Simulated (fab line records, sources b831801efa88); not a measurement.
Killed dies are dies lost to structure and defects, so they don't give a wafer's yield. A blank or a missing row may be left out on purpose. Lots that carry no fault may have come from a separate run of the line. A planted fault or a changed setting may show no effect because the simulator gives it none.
Chamber matching / flow sky130 / SKY_VIA3_ETCH_15 on rie diel-01: 4 sister chambers
The step etches SiO2 in C4F8/O2/Ar, stops on TiN, target depth 507 nm, time 78 s. 4 wafers are shown with their chamber, then 10 later ones without.

== WAFERS PAIRED WITH THEIR CHAMBERS ==
wafer=L085.1; chamber=1; oes product au (a.u.)=0.935
wafer=L087.5; chamber=3; oes product au (a.u.)=0.946
wafer=L091.1; chamber=2; oes product au (a.u.)=0.954
wafer=L091.3; chamber=0; oes product au (a.u.)=0.947

== WAFERS WITH NO CHAMBER GIVEN ==
wafer=L091.6; oes product au (a.u.)=0.952
wafer=L092.1; oes product au (a.u.)=0.950
wafer=L092.2; oes product au (a.u.)=0.940
wafer=L092.6; oes product au (a.u.)=0.946
wafer=L094.4; oes product au (a.u.)=0.946
wafer=L094.5; oes product au (a.u.)=0.952
wafer=L094.6; oes product au (a.u.)=0.951
wafer=L096.1; oes product au (a.u.)=0.946
wafer=L096.4; oes product au (a.u.)=0.948
wafer=L096.6; oes product au (a.u.)=0.950

== CHAMBER TAKEN BY EACH ==
wafer=L091.6; from the rows above=can't be placed: 2 or 0 or 3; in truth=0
wafer=L092.1; from the rows above=can't be placed: 0 or 2 or 3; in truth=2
wafer=L092.2; from the rows above=can't be placed: 1 or 3 or 0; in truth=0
wafer=L092.6; from the rows above=can't be placed: 3 or 0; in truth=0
wafer=L094.4; from the rows above=can't be placed: 3 or 0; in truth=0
wafer=L094.5; from the rows above=can't be placed: 2 or 0 or 3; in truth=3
wafer=L094.6; from the rows above=can't be placed: 2 or 0 or 3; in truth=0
wafer=L096.1; from the rows above=can't be placed: 3 or 0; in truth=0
wafer=L096.4; from the rows above=can't be placed: 0 or 3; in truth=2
wafer=L096.6; from the rows above=can't be placed: 0 or 2 or 3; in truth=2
0 of 10 placed correctly. These rows do not allow placing 10 (true chamber among the candidates in 9). 0 placed wrongly.
How it was worked out, from the rows above alone: a wafer's distance from a chamber is the root of the sum, over the readings, of the square of ((its reading less the chamber's mean) divided by the reading's scatter). If the next closest chamber is less than 2 further off than the closest, the wafer can't be placed; otherwise it belongs to the closest. A chamber's mean is the mean of its shown wafers. The scatter: with one shown wafer a chamber, the root of the mean of the squares of how far each hidden wafer lies from its nearest shown one.
